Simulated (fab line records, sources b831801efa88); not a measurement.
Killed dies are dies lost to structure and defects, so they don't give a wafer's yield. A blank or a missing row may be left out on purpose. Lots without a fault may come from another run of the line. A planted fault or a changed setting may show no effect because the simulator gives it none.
Which tool did it? | flow sky130 | 15 lots, 45 wafers sampled, at 3 steps of a route of 708

WHAT THE GAUGES READ, wafer by wafer
SKY_METAL2_OVL_MEAS_16. Usual: METAL2_OVL -7 nm, standard deviation 5.3.
lot  | measured     | on         | METAL2_OVL (nm) | flag
L260 | day 35 03:57 | overlay-02 | -14 -14 -21     |
L261 | day 36 11:10 | overlay-01 | -2 -5 -1        |
L263 | day 36 13:31 | overlay-01 | -7 -3 -16       |
L262 | day 36 15:16 | overlay-02 | 0 -3 -1         |
L270 | day 38 15:10 | overlay-01 | -16 -11 -6      |
L271 | day 38 17:02 | overlay-01 | -9 -4 -12       |
L272 | day 39 07:09 | overlay-01 | -12 -7 -9       |
L273 | day 39 14:34 | overlay-01 | -9 -9 0         |
L275 | day 40 04:02 | overlay-01 | -5 -16 -10      |
L276 | day 40 12:21 | overlay-02 | -6 -10 0        |
L277 | day 40 13:28 | overlay-01 | -2 0 -5         |
L278 | day 41 06:37 | overlay-02 | -8 -6 -13       |
L280 | day 41 14:58 | overlay-01 | -11 -5 -6       |
L282 | day 42 23:20 | overlay-02 | -18 -13 -15     |
L281 | day 43 02:26 | overlay-02 | 2 -10 -4        |

SKY_VIA2_CD_MEAS_12: target cd 200 nm. Usual: cd_nm 199.9 nm, standard deviation 1.4.
lot  | measured     | on        | cd_nm (nm)        | flag
L260 | day 36 07:26 | cd_sem-01 | 200.8 200.8 200.0 |
L261 | day 37 14:32 | cd_sem-02 | 200.3 200.8 199.1 |
L263 | day 37 16:35 | cd_sem-02 | 200.8 201.5 201.9 |
L262 | day 37 18:20 | cd_sem-01 | 195.9 197.6 196.6 |
L270 | day 39 18:07 | cd_sem-02 | 200.6 201.0 201.5 |
L271 | day 39 19:31 | cd_sem-02 | 200.3 201.5 199.0 |
L272 | day 40 08:43 | cd_sem-01 | 198.3 197.8 198.9 |
L273 | day 40 16:26 | cd_sem-01 | 198.8 198.3 197.6 |
L275 | day 41 05:56 | cd_sem-01 | 201.1 201.3 201.6 |
L276 | day 41 14:01 | cd_sem-01 | 200.8 200.9 200.1 |
L277 | day 41 14:41 | cd_sem-02 | 200.2 199.9 200.0 |
L278 | day 42 08:10 | cd_sem-02 | 199.1 201.6 199.9 |
L280 | day 42 14:49 | cd_sem-02 | 201.1 202.2 202.7 |
L282 | day 43 23:17 | cd_sem-02 | 197.3 197.5 198.4 |
L281 | day 44 02:47 | cd_sem-02 | 201.3 200.5 201.5 |

WHICH TOOL RAN EACH LOT (tool, then ch and the chambers of the sampled wafers, then the start)
lot  | SKY_METAL2_SPUTTER_02
L260 | pvd_sputter-04, day 34 00:59
L261 | pvd_sputter-01, day 35 09:06
L263 | pvd_sputter-03, day 35 10:34
L262 | pvd_sputter-01, day 35 12:28
L270 | pvd_sputter-01, day 37 12:55
L271 | pvd_sputter-03, day 37 15:12
L272 | pvd_sputter-01, day 38 05:14
L273 | pvd_sputter-03, day 38 13:19
L275 | pvd_sputter-03, day 39 03:04
L276 | pvd_sputter-01, day 39 11:41
L277 | pvd_sputter-03, day 39 12:52
L278 | pvd_sputter-01, day 40 05:47
L280 | pvd_sputter-04, day 40 14:40
L282 | pvd_sputter-01, day 41 23:58
L281 | pvd_sputter-01, day 42 02:30
- SKY_METAL2_SPUTTER_02: material AlCu, target thk 250 nm, time 13.3 s.

WHAT THE TOOLS THEMSELVES READ (means of the sampled wafers that have a number; where no wafer has one, the mark that the record gives instead)
SKY_METAL2_SPUTTER_02. Usual: throttle_valve_pct 30.5 %, standard deviation 0.8.
lot  | tool           | throttle_valve_pct (%) | flag
L260 | pvd_sputter-04 | 30.3                   |
L261 | pvd_sputter-01 | 30.9                   |
L263 | pvd_sputter-03 | 30.0                   |
L262 | pvd_sputter-01 | 31.0                   |
L270 | pvd_sputter-01 | 30.8                   |
L271 | pvd_sputter-03 | 29.7                   |
L272 | pvd_sputter-01 | 30.9                   |
L273 | pvd_sputter-03 | 29.6                   |
L275 | pvd_sputter-03 | 29.9                   |
L276 | pvd_sputter-01 | 30.8                   |
L277 | pvd_sputter-03 | 29.1                   |
L278 | pvd_sputter-01 | 31.0                   |
L280 | pvd_sputter-04 | 31.3                   |
L282 | pvd_sputter-01 | 30.9                   |
L281 | pvd_sputter-01 | 31.0                   |

THE ANSWER, worked out from the rows above alone
Rule: a lot is off if the mean of its wafers that have a number lies more than 3 standard deviations from the usual mean. A lot without any number at a reading at which 4 lots or more have one is off too. The other lots that the step has rows for count as sound. The gauges are gone through in route order, then the tools' own readings, and for those a lot's mean is taken as printed above. The first step at which some lot is off is used, and at that step the reading that is off furthest; a lot without a number counts as furthest.
No lot is off at any reading shown: from this, nothing can be told.

WHAT THE SIMULATOR HAD PUT IN
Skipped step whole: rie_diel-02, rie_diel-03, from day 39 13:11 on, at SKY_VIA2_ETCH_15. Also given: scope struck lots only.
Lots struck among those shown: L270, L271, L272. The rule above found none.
